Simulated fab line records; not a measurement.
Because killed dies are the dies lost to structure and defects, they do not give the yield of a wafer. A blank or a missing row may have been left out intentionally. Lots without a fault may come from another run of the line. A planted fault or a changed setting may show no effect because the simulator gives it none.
Struck lot and sound lot, side by side || flow sky130 || 21 steps out of a route of 708
Sound: wafers L497.1, L497.2, L497.3. Wafers L501.1, L501.4, L501.5 were the ones struck. At the end, the cause is stated.
For every step that has rows: the tool of each side, followed by ch and its chambers, followed by its first start. Under that, the readings that differ: sound wafers || struck wafers || difference of the means || sigmas: that difference in standard deviations of wafers without a fault.
alike: same words and numbers on both sides, and readings whose means sit less than 2 such deviations apart. not compared: any withheld reading, any reading some wafer has no value for, any bound like >300 that may hide the same value, and any number with overlapping values for which the record gives no deviation.
A row with sigmas, a row that says differs or no value, or rows on one side alone: a step with any of these is where the two part. Numbers that don't overlap but have no deviation are shown without sigmas and don't part them. Lack of a reading on every wafer of one side parts them only where that side has two or more wafers.

first, 1 step without rows for these wafers: SKY_RES_XHIGH_IMPLANT_07.
SKY_RES_XHIGH_STRIP_08: strips in O2/N2.
  sound on plasma asher-02 ch 0,1, day 28 21:32; struck on plasma asher-03 ch 0,1, day 30 08:28
  alike: drypump motor current A, oes product au, strip time to endpoint s
  not compared: rf hours counter h
SKY_RES_XHIGH_TW_MEAS_09:
  struck on film metro-01, day 30 08:34; sound on film metro-01, day 28 21:38
  alike: RES_XHIGH_TW
then, 7 steps without rows for these wafers: SKY_SD_N_DEHYDRATE_00 (time 60 s); SKY_SD_N_HMDS_01 (prime time 60 s); SKY_SD_N_COAT_02 (resist thk 1140 nm); SKY_SD_N_SOFTBAKE_03 (time 60 s); SKY_SD_N_EXPOSE_04 (exposes mask NSDM, target cd 380 nm); SKY_SD_N_PEB_05; SKY_SD_N_DEVELOP_06 (develop time 60 s).
SKY_SD_N_CD_MEAS_07 targets a cd of 380 nm.
  struck on cd sem-01, day 31 12:08; sound on cd sem-02, day 30 02:05
  alike: cd nm
SKY_SD_N_OVL_MEAS_08:
  struck on overlay-02, day 31 12:15; sound on overlay-02, day 30 02:12
  alike: SD_N_OVL
SKY_SD_N_IMPLANT_09:
  sound on implanter-01 ch 0, day 30 02:14; struck on implanter-03 ch 0, day 31 12:17
{"reading": "beam energy keV", "sound": "49.981 49.990 50.017", "struck": "63.184 63.214 63.194", "difference": "+13.201", "sigmas": "+99 or more"}
{"reading": "model.implant.rp nm (nm)", "sound": "32.81 32.81 32.81", "struck": "39.58 39.58 39.58", "difference": "+6.77", "sigmas": ""}
{"reading": "model.implant.drp nm (nm)", "sound": "14.11 14.11 14.11", "struck": "16.86 16.86 16.86", "difference": "+2.75", "sigmas": ""}
  alike: beam on s, end station pressure torr
then, 1 step without rows for these wafers: SKY_SD_N_IMPLANT_10.
SKY_SD_N_STRIP_11: strips in O2/N2.
  sound on plasma asher-01 ch 0,1, day 30 02:32; struck on plasma asher-03 ch 0,1, day 31 12:35
{"reading": "oes product au (a.u.)", "sound": "0.518 0.528 0.532", "struck": "0.505 0.504 0.496", "difference": -0.024, "sigmas": -6}
{"reading": "strip time to endpoint s (s)", "sound": "22.46 22.49 22.51", "struck": "24.54 24.51 24.55", "difference": "+2.05", "sigmas": "+52"}
  alike: drypump motor current A
  not compared: rf hours counter h
SKY_SD_N_TW_MEAS_12:
  struck on film metro-01, day 31 12:41; sound on film metro-01, day 30 02:38
{"reading": "SD_N_TW", "sound": "4027 4027 4014", "struck": "4284 4269 4324", "difference": "+270", "sigmas": "+5"}
then, 1 step without rows for these wafers: SKY_SD_N_CLEAN_13 (cleans in SC1/SC2, time 150 s).
SKY_SD_N_RTA_14: time 2 s.
  sound on rtp anneal-02 ch 0, day 30 02:45; struck on rtp anneal-02 ch 0, day 31 12:47
  alike: lamp power pct, wafer_temp_C_max
SKY_SD_N_RS_MEAS_16: a four-point-probe measurement.
  struck on film metro-01, day 31 12:58; sound on film metro-03, day 30 02:55
{"reading": "SD_N_RS (ohm/sq)", "sound": "68.57 68.45 68.45", "struck": "60.39 60.35 60.36", "difference": -8.12, "sigmas": -68}
SKY_SD_N_RS_MEAS_17: a four-point-probe measurement.
  struck on film metro-01, day 31 13:05; sound on film metro-03, day 30 03:02
  alike: SD_P_RS
-- the record jumps here: 17 days lie between the struck wafers' starts before and after (it left off in module SD_N and takes up again in module PAD_OPEN, whose first step shown is number 708 of the route) --
SKY_PAD_OPEN_PROBE_99:
  struck on prober-01, day 48 12:42; sound on prober-02, day 47 13:14
{"reading": "model.etest.res ndiff.line ohm um", "sound": "747 748.7 745.9", "struck": "683.9 676.2 664.9", "difference": -72.2, "sigmas": ""}
{"reading": "model.etest.res ndiff.rs ohm sq", "sound": "118.7 118.2 118.4", "struck": "106.8 105.9 106", "difference": -12.2, "sigmas": ""}
{"reading": "model.etest.res ndiff hv.rs ohm sq", "sound": "112.3 112.7 112", "struck": "102.4 101.3 101", "difference": -10.8, "sigmas": ""}
{"reading": "model.etest.nfet_01v8_lvt.vt sat v (V)", "sound": "0.5565 0.5512 0.5517", "struck": "0.5256 0.5334 0.5184", "difference": -0.0273, "sigmas": ""}
  alike: killed_at_M0_to_M3, killed_at_M4_up, killed at contacts, killed at front end, killed at other, killed dies, killed on rim, killed open, killed short
  not compared: model.etest.sonos uncharged.r on ohm um

== WHERE THEY PART ==
At SKY_SD_N_IMPLANT_09 first; at SKY_SD_N_RS_MEAS_16 last (within this record only). Later steps at which nothing parts them and some readings are alike: SKY_SD_N_RS_MEAS_17, SKY_PAD_OPEN_PROBE_99.

WHY: the cause the simulator had injected
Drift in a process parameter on implanter-03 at SKY_SD_N_IMPLANT_09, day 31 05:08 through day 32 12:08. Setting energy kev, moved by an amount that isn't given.
